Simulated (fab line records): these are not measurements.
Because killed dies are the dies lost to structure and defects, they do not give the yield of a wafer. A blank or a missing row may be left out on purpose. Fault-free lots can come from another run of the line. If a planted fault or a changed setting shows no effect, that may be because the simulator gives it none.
The tool behind it: which one? -- flow sky130 -- Sampling: 11 lots, 33 wafers, 6 of 708 route steps

== WHAT THE GAUGES READ, wafer by wafer ==
SKY_NWELL_RS_MEAS_31: uses a four-point probe to measure. Usual: PWDE_RS 5283 ohm/sq, standard deviation 20.
lot,measured,on,PWDE_RS (ohm/sq),flag
L425,day 5 20:34,film metro-01,5279 5285 5277,
L426,day 6 01:31,film metro-02,5277 5282 5277,
L428,day 6 15:14,film metro-01,5304 5292 5304,
L429,day 6 20:04,film metro-01,5296 5312 5319,
L434,day 8 01:35,film metro-04,5251 5240 5242,
L436,day 8 08:56,film metro-01,5271 5270 5251,
L437,day 8 21:41,film metro-01,5004 5012 5023 5014 5011 5009,OFF
L438,day 9 03:34,film metro-02,5001 5001 5001 5002 5004 5000,OFF
L442,day 10 09:40,film metro-01,5270 5265 5279,
L445,day 10 21:25,film metro-02,5271 5268 5268,
L446,day 11 11:19,film metro-04,5309 5275 5284,

SKY_VT_ADJUST_LVTN_OVL_MEAS_18. Usual: VT_ADJUST_LVTN_01_OVL 0.6 nm, standard deviation 1.6.
lot,measured,on,VT_ADJUST_LVTN_01_OVL (nm),flag
L425,day 8 05:31,overlay-01,-3.7 -3.1 -2.8,
L426,day 8 10:30,overlay-01,1.9 0.2 1.1,
L428,day 9 02:40,overlay-02,1.8 3.9 2.2,
L429,day 9 09:07,overlay-01,2.3 3.6 0.9,
L434,day 10 19:58,overlay-01,1.3 1.4 0.9,
L436,day 11 03:27,overlay-01,2.0 1.3 2.2,
L437,day 11 19:43,overlay-02,-2.7 -2.1 -1.3,
L438,day 12 00:40,overlay-02,0.5 -0.2 -2.0,
L442,day 13 09:43,overlay-01,1.9 1.8 3.2,
L445,day 13 22:28,overlay-01,2.5 2.5 0.4,
L446,day 14 14:37,overlay-02,0.0 -0.1 -0.7,

== WHICH TOOL RAN EACH LOT (tool, then ch and the chambers of the sampled wafers, then the start) ==
lot,SKY_PWDE_IMPLANT_08,SKY_PWDE_STRIP_09,SKY_NWELL_RTA_28,SKY_VT_ADJUST_HVTP_DEHYDRATE_00
L425,"implanter-03 ch 0, day 4 07:58","plasma asher-04 ch 0,1, day 4 08:06","rtp anneal-02 ch 0, day 5 20:13","litho track-03 ch 0, day 6 04:39"
L426,"implanter-03 ch 0, day 4 13:07","plasma asher-02 ch 0,1, day 4 13:16","rtp anneal-02 ch 0, day 6 01:11","litho track-03 ch 0, day 6 09:21"
L428,"implanter-02 ch 0, day 5 02:49","plasma asher-04 ch 0,1, day 5 02:57","rtp anneal-02 ch 0, day 6 14:53","litho track-04 ch 0, day 6 23:26"
L429,"implanter-02 ch 0, day 5 06:44","plasma asher-04 ch 0,1, day 5 06:52","rtp anneal-01 ch 0, day 6 19:43","litho track-03 ch 0, day 7 05:05"
L434,"implanter-03 ch 0, day 6 10:22","plasma asher-04 ch 0,1, day 6 10:29","rtp anneal-02 ch 0, day 8 01:15","litho track-01 ch 0, day 8 11:43"
L436,"implanter-03 ch 0, day 6 16:26","plasma asher-04 ch 0,1, day 6 16:35","rtp anneal-02 ch 0, day 8 08:36","litho track-01 ch 0, day 8 18:45"
L437,"implanter-03 ch 0, day 7 04:17","plasma asher-01 ch 0,1, day 7 04:26","rtp anneal-02 ch 0, day 8 21:20","litho track-03 ch 0, day 9 08:30"
L438,"implanter-03 ch 0, day 7 09:08","plasma asher-01 ch 0,1, day 7 09:17","rtp anneal-02 ch 0, day 9 03:14","litho track-03 ch 0, day 9 14:06"
L442,"implanter-02 ch 0, day 8 13:47","plasma asher-02 ch 0,1, day 8 13:54","rtp anneal-01 ch 0, day 10 09:19","litho track-03 ch 0, day 10 20:47"
L445,"implanter-01 ch 0, day 9 00:02","plasma asher-02 ch 0,1, day 9 00:10","rtp anneal-02 ch 0, day 10 21:04","litho track-04 ch 0, day 11 08:37"
L446,"implanter-02 ch 0, day 9 12:40","plasma asher-01 ch 0,1, day 9 12:48","rtp anneal-01 ch 0, day 11 10:58","litho track-01 ch 0, day 11 22:30"
- SKY_PWDE_IMPLANT_08
- SKY_PWDE_STRIP_09: strips in O2/N2.
- SKY_NWELL_RTA_28: time 30 s.
- SKY_VT_ADJUST_HVTP_DEHYDRATE_00: time 60 s.

== AS READ BY THE TOOLS THEMSELVES (means over the sampled wafers that have a number; for cases with no such wafer, the mark the record gives instead) ==
SKY_PWDE_IMPLANT_08. Usual: dose ions cm2 3.6e+12, standard deviation 3.7e+09; faraday current uA 20.3, standard deviation 0.37.
lot,tool,dose ions cm2,faraday current uA,flag
L425,implanter-03,3.6e+12,20.4,
L426,implanter-03,3.6e+12,20.1,
L428,implanter-02,3.6e+12,20.2,
L429,implanter-02,3.6e+12,20.3,
L434,implanter-03,3.6e+12,20.3,
L436,implanter-03,3.6e+12,20.1,
L437,implanter-03,3.8e+12,21.5,OFF
L438,implanter-03,3.9e+12,21.7,OFF
L442,implanter-02,3.6e+12,20.4,
L445,implanter-01,3.6e+12,20.4,
L446,implanter-02,3.6e+12,20.3,

SKY_PWDE_STRIP_09. Usual: drypump motor current A 5.47 A, standard deviation 0.15; oes product au 0.722 a.u., standard deviation 0.0046; strip time to endpoint s 36.89 s, standard deviation 0.11.
lot,tool,drypump motor current A (A),oes product au (a.u.),strip time to endpoint s (s),flag
L425,plasma asher-04,5.60,0.728,36.71,
L426,plasma asher-02,5.51,0.722,36.77,
L428,plasma asher-04,5.60,0.723,37.05,
L429,plasma asher-04,5.49,0.723,36.76,
L434,plasma asher-04,5.59,0.718,36.91,
L436,plasma asher-04,5.50,0.720,36.92,
L437,plasma asher-01,5.39,0.721,36.97,
L438,plasma asher-01,5.38,0.725,36.79,
L442,plasma asher-02,5.50,0.724,36.99,
L445,plasma asher-02,5.49,0.726,36.97,
L446,plasma asher-01,5.38,0.723,36.77,

SKY_NWELL_RTA_28. Usual: chamber o2 ppm 1.999, standard deviation 0.023; lamp power pct 25.30 %, standard deviation 0.053; wafer_temp_C_max 1054.9, standard deviation 0.92.
lot,tool,chamber o2 ppm,lamp power pct (%),wafer_temp_C_max,flag
L425,rtp anneal-02,1.990,25.31,1054.5,
L426,rtp anneal-02,1.976,25.32,1055.0,
L428,rtp anneal-02,1.999,25.26,1054.9,
L429,rtp anneal-01,2.038,25.31,1054.7,
L434,rtp anneal-02,2.004,25.33,1054.3,
L436,rtp anneal-02,1.998,25.31,1055.1,
L437,rtp anneal-02,2.022,25.26,1054.6,
L438,rtp anneal-02,1.987,25.27,1054.5,
L442,rtp anneal-01,2.008,25.28,1055.5,
L445,rtp anneal-02,2.013,25.30,1054.0,
L446,rtp anneal-01,1.979,25.33,1054.6,

== THE ANSWER, worked out from the rows above alone ==
Rule: take the mean of a lot's wafers that have a number; if it is more than 3 standard deviations from the usual mean, the lot is off. A lot without any number at a reading at which 4 lots or more have one is off too. The other lots that the step has rows for count as sound. The gauges are gone through in route order, then the tools' own readings, and for those a lot's mean is taken as printed above. At the first step where some lot is off, the reading lying furthest off is the one used; lots without a number count as furthest.
Off: L437, L438, seen at SKY_NWELL_RS_MEAS_31 (PWDE_RS).
A tool fits if, at a process step before that reading, it ran every lot that is off, and no sound lot after the first of them. Not tried: the gauges at SKY_NWELL_RS_MEAS_31; whatever is off there is also off at SKY_PWDE_IMPLANT_08, on other tools, and gauge error can't account for it. One fits: SKY_PWDE_IMPLANT_08 on implanter-03. A fault onset in the window from L436 (day 6 16:26, its last sound lot) to L437 (day 7 04:17, its first lot off) fits.
The tool's own readings at SKY_PWDE_IMPLANT_08 bear it out: on the lots that are off they differ by more than 5 times the standard deviation of the sound lots' means. dose ions cm2 reads 3.8e+12 there against 3.6e+12 on the sound lots; faraday current uA reads 21.6 there against 20.3 on the sound lots.

== WHAT THE SIMULATOR HAD INSERTED ==
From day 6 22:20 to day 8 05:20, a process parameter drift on implanter-03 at SKY_PWDE_IMPLANT_08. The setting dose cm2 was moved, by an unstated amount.
Shown lots that were struck: L437, L438. The same result came from the rule above.
